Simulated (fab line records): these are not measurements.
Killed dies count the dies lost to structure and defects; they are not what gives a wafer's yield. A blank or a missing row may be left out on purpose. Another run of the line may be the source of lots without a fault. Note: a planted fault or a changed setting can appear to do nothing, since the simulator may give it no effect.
A struck lot beside a sound one ; flow sky130 ; 15 out of 708 route steps
Sound: the wafers L746.1, L746.4, L746.6. Wafers L756.3, L756.5, L756.6 were the ones struck. Last of all comes the cause.
At each step with rows: each side's tool, then ch and its chambers, then its first start. Under that, the readings that differ: sound wafers ; struck wafers ; difference of the means ; sigmas: that difference in standard deviations of wafers without a fault.
alike: words and numbers the same on both sides, and readings whose means are apart by under 2 such deviations; not compared: readings that were withheld, readings missing a value for some wafer, numbers with overlapping values and no deviation given by the record, and bounds like >300 which may hide the same value.
Wherever a step has rows on one side only, a row that says differs or no value, or a row with sigmas, the two part there. Numbers that don't overlap but have no deviation are shown without sigmas and don't part them. A reading that every wafer of one side lacks parts them only if that side has two wafers or more.

SKY_VIA3_ETCH_14: etches BARC in N2/H2, stops on SiO2, time 45.9 s, target depth 60 nm.
  sound on rie-diel-03 ch 1,2,3, day 41 03:18; struck on rie-diel-02 ch 0,2,3, day 44 00:02
  alike: drypump-motor-current-A, oes-product-au, throttle-valve-pct
  not compared: rf-hours-counter-h
SKY_VIA3_ETCH_15: etches SiO2 in C4F8/O2/Ar, stops on TiN, target depth 507 nm, time 78 s.
  sound on rie-diel-03 ch 1,2,3, day 41 03:20; struck on rie-diel-02 ch 0,2,3, day 44 00:05
  alike: oes-product-au
then, 5 steps without rows for these wafers: SKY_VIA3_STRIP_16 (strips in O2/N2); SKY_VIA3_STRIP_17 (strips in post etch residue remover, time 1200 s); SKY_VIA3_CLEAN_18 (cleans in IPA, time 180 s); SKY_VIA3_CLEAN_19 (cleans in O3/DIW); SKY_VIA3_SPUTTER_20 (material TiN, target thk 20 nm, time 80 s).
SKY_VIA3_CVD_21: deposits W, target thk 390 nm, time 117.31 s.
  sound on cvd-w-02 ch 0,1, day 41 04:04; struck on cvd-w-01 ch 0,1, day 44 00:52
reading;sound;struck;difference;sigmas
heater-power-w (W);710 688 793;991 956 848;+201;+2
  alike: susceptor-temp-C
SKY_VIA3_RS_MEAS_22: measures by four-point-probe.
  sound on film-metro-02, day 41 04:11; struck on film-metro-01, day 44 00:59
  alike: VIA3_W_RS
SKY_VIA3_THK_MEAS_23: measures by xrf.
  sound on film-metro-02, day 41 04:19; struck on film-metro-01, day 44 01:05
  alike: VIA3_W_THK
SKY_VIA3_CMP_24: polishes, stops on SiO2, t overpolish 20 s, target thk 0 nm.
  sound on cmp-01 ch 0,1,2, day 41 04:28; struck on cmp-01 ch 0,1, day 44 01:08
  alike: motor-current-A, overpolish-run-s, platen-rpm, time-to-endpoint-s
SKY_METAL4_SPUTTER_00: material Ti, target thk 15 nm, time 10 s.
  sound on pvd-sputter-04, day 41 04:40; struck on pvd-sputter-03, day 44 01:26
  alike: throttle-valve-pct
SKY_METAL4_SPUTTER_01: material TiN, target thk 20 nm, time 16.7 s.
  sound on pvd-sputter-04, day 41 04:41; struck on pvd-sputter-03, day 44 01:27
reading;sound;struck;difference;sigmas
model.TiN_of_METAL4_SPUTTER_01.thk-nm (nm);19.94 19.84 19.77;25.71 25.77 25.67;+5.87;
  alike: throttle-valve-pct
then, 1 step without rows for these wafers: SKY_METAL4_SPUTTER_02 (material AlCu, target thk 735 nm, time 39.1 s).
-- the record jumps here: 5 days lie between the struck wafers' starts before and after (it left off in module METAL4 and takes up again in module PAD_OPEN, whose first step shown is number 708 of the route) --
SKY_PAD_OPEN_PROBE_99:
  sound on prober-01, day 47 02:13; struck on prober-02, day 49 09:40
  alike: defect-limited-yield, killed_at_M0_to_M3, killed_at_M4_up, killed-at-contacts, killed-at-front-end, killed-at-other, killed-dies, killed-open, killed-short, sort_bin_3_pad_short, sort_bin_5_function, sort_bin_6_memory, sort-n-pass, sort-yield-pct

## WHERE THEY PART
Only at SKY_VIA3_CVD_21, within this record. Later steps at which nothing parts them and some readings are alike: SKY_VIA3_RS_MEAS_22, SKY_VIA3_THK_MEAS_23, SKY_VIA3_CMP_24, SKY_METAL4_SPUTTER_00, SKY_METAL4_SPUTTER_01, SKY_PAD_OPEN_PROBE_99.

WHY: what the simulator had put in
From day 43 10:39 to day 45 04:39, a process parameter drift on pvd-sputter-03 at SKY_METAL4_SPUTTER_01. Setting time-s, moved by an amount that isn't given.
